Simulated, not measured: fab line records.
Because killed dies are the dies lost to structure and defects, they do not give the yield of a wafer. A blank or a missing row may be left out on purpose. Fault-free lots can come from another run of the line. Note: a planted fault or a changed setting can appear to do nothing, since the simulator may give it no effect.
Which tool is to blame?    flow sky130    21 wafers from 7 lots sampled at 3 of the route's 708 steps

## WHAT EACH GAUGE READ, for each wafer
SKY_VT_ADJUST_LVTN_TW_MEAS_21.
lot   measured      on             VT_ADJUST_LVTN_2_TW
L285  day 8 07:22   film metro-03  184.9 185.6 185.2
L288  day 9 01:44   film metro-01  183.6 183.2 183.7
L295  day 10 19:27  film metro-01  29.4 29.3 184.0
L300  day 12 05:25  film metro-03  183.9 183.1 184.8
L302  day 12 22:07  film metro-01  185.5 185.6 185.5
L304  day 13 10:34  film metro-03  185.6 185.0 185.8
L306  day 13 20:37  film metro-01  184.2 185.2 184.8

## TOOL THAT RAN EACH LOT (tool first, then ch and the chambers of the sampled wafers, then the start)
lot   SKY_NWELL_STRIP_14                   SKY_VT_ADJUST_LVTN_DEVELOP_17
L285  plasma asher-03 ch 0,1, day 5 01:38  litho track-02 ch 0, day 8 06:58
L288  plasma asher-03 ch 0,1, day 5 17:58  litho track-04 ch 0, day 9 01:18
L295  plasma asher-02 ch 0,1, day 7 05:25  litho track-04 ch 0, day 10 19:02
L300  plasma asher-03 ch 0,1, day 8 11:46  litho track-02 ch 0, day 12 04:58
L302  plasma asher-01 ch 1, day 8 23:45    litho track-01 ch 0, day 12 21:40
L304  plasma asher-03 ch 0,1, day 9 11:57  litho track-01 ch 0, day 13 10:07
L306  plasma asher-02 ch 0,1, day 9 18:58  litho track-02 ch 0, day 13 20:11
- SKY_NWELL_STRIP_14: strips in O2/N2.
- SKY_VT_ADJUST_LVTN_DEVELOP_17: develop time 60 s.

## THE ANSWER, worked out from the rows above alone
Rule: the lots themselves supply what counts as usual. The widest of any qualifying gaps counts: lots, ordered by their means at a reading, are off when they make up no more than a third of the lots, leave a main group of 4 or more, and stand apart from it by 3 or more times the standard deviation of that group's means. A main group is skipped when, at the precision printed for the reading in the tables above, its means are all equal. Also off: a lot with no number at a reading for which 4 or more lots have one. All remaining lots with rows at the step are treated as sound.
Off: L295, at SKY_VT_ADJUST_LVTN_TW_MEAS_21 (VT_ADJUST_LVTN_2_TW). Mean 184.7 and standard deviation 0.77 in the main group.
A tool fits if, at a process step before that reading, it ran every lot that is off, and no sound lot after the first of them. Gauges at SKY_VT_ADJUST_LVTN_TW_MEAS_21: tried the same way as those tools. One candidate fits, namely litho track-04 at SKY_VT_ADJUST_LVTN_DEVELOP_17. A fault onset in the window from L288 (day 9 01:18, its last sound lot) to L295 (day 10 19:02, its first lot off) fits.

## WHAT THE SIMULATOR PUT IN
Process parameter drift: litho track-04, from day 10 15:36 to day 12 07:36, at SKY_VT_ADJUST_LVTN_DEVELOP_17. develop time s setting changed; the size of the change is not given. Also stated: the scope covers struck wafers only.
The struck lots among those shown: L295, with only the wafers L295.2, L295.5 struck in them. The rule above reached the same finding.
